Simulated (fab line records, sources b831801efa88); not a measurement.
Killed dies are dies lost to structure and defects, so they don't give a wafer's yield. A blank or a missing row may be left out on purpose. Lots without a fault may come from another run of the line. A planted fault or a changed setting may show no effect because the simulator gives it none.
A struck lot beside a sound one | flow sky130 | 14 steps out of a route of 708
Sound: wafers L901.1, L901.2, L901.3. Struck: wafers L910.2, L910.4, L910.6. The cause comes at the end.
At each step with rows: each side's tool, then ch and its chambers, then its first start. Under that, the readings that differ: sound wafers | struck wafers | difference of the means | sigmas: that difference in standard deviations of wafers without a fault.
alike: readings whose means differ by less than 2 such deviations, and words and numbers that are the same on both sides. not compared: withheld readings, readings that some wafer has no value for, bounds like >300 that may hide the same value, and numbers for which the record gives no deviation and whose values overlap.
The two part at a step that has a row with sigmas, a row that says differs or no value, or rows on one side only. Numbers that don't overlap but have no deviation are shown without sigmas and don't part them. A reading that every wafer of one side lacks parts them only if that side has two wafers or more.

SKY_NWELL_OVL_MEAS_10:
  sound on overlay-01, day 5 13:42; struck on overlay-01, day 7 18:24
  alike: NWELL_00_OVL
then, 3 steps without rows for these wafers: SKY_NWELL_IMPLANT_11; SKY_NWELL_IMPLANT_12; SKY_NWELL_IMPLANT_13.
SKY_NWELL_STRIP_14: strips in O2/N2.
  sound on plasma_asher-04 ch 0,1, day 5 14:11; struck on plasma_asher-01 ch 1, day 7 18:53
  reading                     | sound       | struck      | difference | sigmas
  drypump_motor_current_A (A) | 5.3 6.0 5.3 | 6.7 6.7 6.7 | +1.2       | +2
  alike: oes_product_au, strip_time_to_endpoint_s
  not compared: rf_hours_counter_h
SKY_NWELL_TW_MEAS_15:
  sound on film_metro-02, day 5 14:17; struck on film_metro-02, day 7 18:59
  alike: NWELL_TW
then, 6 steps without rows for these wafers: SKY_NWELL_DEHYDRATE_16 (time 60 s); SKY_NWELL_HMDS_17 (prime time 60 s); SKY_NWELL_COAT_18 (resist thk 3000 nm); SKY_NWELL_SOFTBAKE_19; SKY_NWELL_EXPOSE_20 (exposes mask NWM COMPLEMENT, target cd 840 nm); SKY_NWELL_PEB_21.
SKY_NWELL_DEVELOP_22: develop time 60 s.
  sound on litho_track-01 ch 0, day 6 08:00; struck on litho_track-02, day 8 15:00
  no value came back on the struck wafers for chill_plate_temp_C (C), develop_time_s (s); on the sound wafers chill_plate_temp_C (C) reads 22.92 22.95 22.96
SKY_NWELL_OVL_MEAS_23:
  sound on overlay-01, day 6 08:31; struck on overlay-01, day 8 15:22
  reading           | sound       | struck | difference                    | sigmas
  NWELL_01_OVL (nm) | 1.8 1.2 0.8 | - - -  | no value on the struck wafers |

WHERE THEY PART
First at SKY_NWELL_STRIP_14; last, within this record, at SKY_NWELL_OVL_MEAS_23.

WHY: what the simulator had put in
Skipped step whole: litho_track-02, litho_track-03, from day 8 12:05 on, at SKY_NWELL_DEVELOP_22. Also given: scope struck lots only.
